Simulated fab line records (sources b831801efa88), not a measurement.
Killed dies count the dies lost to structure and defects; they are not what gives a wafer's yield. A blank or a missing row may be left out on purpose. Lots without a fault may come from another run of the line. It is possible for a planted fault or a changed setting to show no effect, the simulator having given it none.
Comparing a struck lot with a sound one :: flow sky130 :: 15 out of 708 route steps
Sound: wafers L990.1, L990.3, L990.6. Struck: wafers L100.1, L100.3, L100.4. The cause is named last.
Order at every step that has rows: each side's tool, ch and its chambers, its first start. Under that, the readings that differ: sound wafers :: struck wafers :: difference of the means :: sigmas: that difference in standard deviations of wafers without a fault.
alike: a reading whose means differ by less than 2 such deviations, as well as words and numbers matching on both sides. not compared: withheld readings; readings where some wafer has no value; bounds like >300 that might hide an equal value; numbers whose values overlap and for which the record gives no deviation.
A row with sigmas, a row that says differs or no value, or rows on one side alone: a step with any of these is where the two part. When numbers do not overlap yet have no deviation, they are printed without sigmas and do not part them. A reading missing from all wafers of one side parts the sides only when that side holds two or more wafers.

first, 1 step without rows for these wafers: SKY_VT_ADJUST_NCORE_DEVELOP_06 (develop time 60 s).
SKY_VT_ADJUST_NCORE_CD_MEAS_07: the cd target is 380 nm.
  sound on cd-sem-02, day 8 23:55; struck on cd-sem-01, day 12 10:15
  alike: cd-nm
SKY_VT_ADJUST_NCORE_OVL_MEAS_08:
  sound on overlay-02, day 9 00:02; struck on overlay-01, day 12 10:22
  alike: VT_ADJUST_NCORE_OVL
following that, these wafers have no rows for 1 step: SKY_VT_ADJUST_NCORE_IMPLANT_09.
SKY_VT_ADJUST_NCORE_STRIP_10: strips in O2/N2.
  sound on plasma-asher-04 ch 0,1, day 9 00:13; struck on plasma-asher-02 ch 0,1, day 12 10:33
reading: strip-time-to-endpoint-s (s)
sound: 14.03 14.00 14.01
struck: 13.89 13.88 13.94
difference: -0.11
sigmas: -3
  alike: drypump-motor-current-A, o2-flow-sccm, oes-product-au
  not compared: rf-hours-counter-h
SKY_VT_ADJUST_NCORE_TW_MEAS_11:
  sound on film-metro-03, day 9 00:19; struck on film-metro-04, day 12 10:39
  alike: VT_ADJUST_NCORE_TW
then, 6 steps without rows for these wafers: SKY_VT_ADJUST_HVTR_DEHYDRATE_00 (time 60 s); SKY_VT_ADJUST_HVTR_HMDS_01 (prime time 60 s); SKY_VT_ADJUST_HVTR_COAT_02 (resist thk 1154 nm); SKY_VT_ADJUST_HVTR_SOFTBAKE_03 (time 60 s); SKY_VT_ADJUST_HVTR_EXPOSE_04 (exposes mask HVTRM, target cd 380 nm); SKY_VT_ADJUST_HVTR_PEB_05.
SKY_VT_ADJUST_HVTR_DEVELOP_06: develop time 60 s.
  sound on litho-track-01 ch 0, day 9 21:43; struck on litho-track-01 ch 0, day 13 10:34
SKY_VT_ADJUST_HVTR_CD_MEAS_07: the cd target is 380 nm.
  sound on cd-sem-01, day 9 21:52; struck on cd-sem-02, day 13 10:43
reading: cd-nm (nm)
sound: 380.5 378.9 382.2
struck: 261.8 260.8 261.8
difference: -119.1
sigmas: -50
SKY_VT_ADJUST_HVTR_OVL_MEAS_08:
  sound on overlay-02, day 9 21:59; struck on overlay-01, day 13 10:50
  alike: VT_ADJUST_HVTR_OVL

## WHERE THEY PART
Last at SKY_VT_ADJUST_HVTR_CD_MEAS_07 as far as this record goes, first at SKY_VT_ADJUST_NCORE_STRIP_10. Later steps at which nothing parts them and some readings are alike: SKY_VT_ADJUST_HVTR_OVL_MEAS_08.

WHY: the cause the simulator had injected
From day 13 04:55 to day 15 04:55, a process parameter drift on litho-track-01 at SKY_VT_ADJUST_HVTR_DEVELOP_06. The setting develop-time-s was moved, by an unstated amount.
